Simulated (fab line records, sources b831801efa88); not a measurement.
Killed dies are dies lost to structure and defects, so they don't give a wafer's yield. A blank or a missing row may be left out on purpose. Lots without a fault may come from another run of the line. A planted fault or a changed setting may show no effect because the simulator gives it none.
A struck lot beside a sound one | flow sky130 | 17 steps out of a route of 708
Sound: wafers L407.3, L407.4, L407.6. Struck: wafers L420.3, L420.4, L420.6. The cause comes at the end.
At each step with rows: each side's tool, then ch and its chambers, then its first start. Under that, the readings that differ: sound wafers | struck wafers | difference of the means | sigmas: that difference in standard deviations of wafers without a fault.
alike: readings whose means differ by less than 2 such deviations, and words and numbers that are the same on both sides. not compared: withheld readings, readings that some wafer has no value for, bounds like >300 that may hide the same value, and numbers for which the record gives no deviation and whose values overlap.
The two part at a step that has a row with sigmas, a row that says differs or no value, or rows on one side only. Numbers that don't overlap but have no deviation are shown without sigmas and don't part them. A reading that every wafer of one side lacks parts them only if that side has two wafers or more.

first, 5 steps without rows for these wafers: SKY_SD_N_COAT_02 (resist thk 1140 nm); SKY_SD_N_SOFTBAKE_03 (time 60 s); SKY_SD_N_EXPOSE_04 (exposes mask NSDM, target cd 380 nm); SKY_SD_N_PEB_05; SKY_SD_N_DEVELOP_06 (develop time 60 s).
SKY_SD_N_CD_MEAS_07: target cd 380 nm.
  sound on cd_sem-01, day 29 19:12; struck on cd_sem-02, day 34 04:24
  alike: cd_nm
SKY_SD_N_OVL_MEAS_08:
  sound on overlay-01, day 29 19:17; struck on overlay-02, day 34 04:29
  alike: SD_N_OVL
then, 2 steps without rows for these wafers: SKY_SD_N_IMPLANT_09; SKY_SD_N_IMPLANT_10.
SKY_SD_N_STRIP_11: strips in O2/N2.
  sound on plasma_asher-01 ch 0,1, day 29 19:39; struck on plasma_asher-04 ch 0,1, day 34 04:51
  alike: drypump_motor_current_A, o2_flow_sccm, oes_product_au, strip_time_to_endpoint_s
  not compared: rf_hours_counter_h
SKY_SD_N_TW_MEAS_12:
  sound on film_metro-04, day 29 19:44; struck on film_metro-04, day 34 04:56
  alike: SD_N_TW
then, 1 step without rows for these wafers: SKY_SD_N_CLEAN_13 (cleans in SC1/SC2, time 150 s).
SKY_SD_N_RTA_14: time 2 s.
  sound on rtp_anneal-02 ch 0, day 29 19:51; struck on rtp_anneal-02 ch 0, day 34 05:02
  reading            | sound             | struck            | difference | sigmas
  lamp_power_pct (%) | 15.83 15.73 15.73 | 14.80 14.83 14.75 | -0.97      | -17
  alike: anneal_temp_c_max, wafer_temp_C_max
SKY_SD_N_RS_MEAS_16: measures by four-point-probe.
  sound on film_metro-03, day 29 20:02; struck on film_metro-01, day 34 05:14
  reading          | sound             | struck            | difference | sigmas
  SD_N_RS (ohm/sq) | 68.46 68.67 68.65 | 73.09 73.00 72.91 | +4.41      | +40
SKY_SD_N_RS_MEAS_17: measures by four-point-probe.
  sound on film_metro-03, day 29 20:10; struck on film_metro-01, day 34 05:22
  reading          | sound             | struck            | difference | sigmas
  SD_P_RS (ohm/sq) | 146.9 147.1 147.1 | 172.9 173.0 173.0 | +25.9      | +65
SKY_SD_N_RS_MEAS_18: measures by four-point-probe.
  sound on film_metro-03, day 29 20:17; struck on film_metro-01, day 34 05:29
  alike: RES_XHIGH_RS
-- the record jumps here: 16 days lie between the struck wafers' starts before and after (it left off in module SD_N and takes up again in module PAD_OPEN, whose first step shown is number 708 of the route) --
SKY_PAD_OPEN_PROBE_99:
  sound on prober-02, day 47 04:32; struck on prober-02, day 50 05:37
  reading                              | sound             | struck            | difference | sigmas
  killed_at_other                      | 5 2 2             | 0 1 1             | -2         | -3
  model.etest.res_xhigh_po.line_ohm_um | 5808 5758 5821    | 7108 7355 7012    | +1363      |
  model.etest.res_xhigh_po.rs_ohm_sq   | 2062 2024 2074    | 2515 2547 2475    | +459       |
  model.etest.pfet_01v8.r_on_ohm_um    | 2997 2924 2877    | 3182 3187 3204    | +258       |
  model.etest.tip_p.rs_ohm_sq          | 6918 6957 6884    | 7252 7246 7230    | +323       |
  model.etest.res_pdiff.line_ohm_um    | 1365 1339 1361    | 1576 1632 1610    | +251       |
  model.etest.res_high_po.line_ohm_um  | 735.6 742.3 747.8 | 921.4 913 919.2   | +176.0     |
  model.etest.licon_high_po.rc_ohm     | 352.2 361.1 344.8 | 518.4 523.2 504.3 | +162.6     |
  alike: killed_at_M0_to_M3, killed_at_M4_up, killed_at_contacts, killed_at_front_end, killed_dies, killed_open, killed_short
  not compared: model.etest.pfet_g5v0d10v5.r_on_ohm_um

WHERE THEY PART
First at SKY_SD_N_RTA_14; last, within this record, at SKY_PAD_OPEN_PROBE_99.

WHY: what the simulator had put in
Process parameter drift: rtp_anneal-02, from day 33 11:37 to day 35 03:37, at SKY_SD_N_RTA_14. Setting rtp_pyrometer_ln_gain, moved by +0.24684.
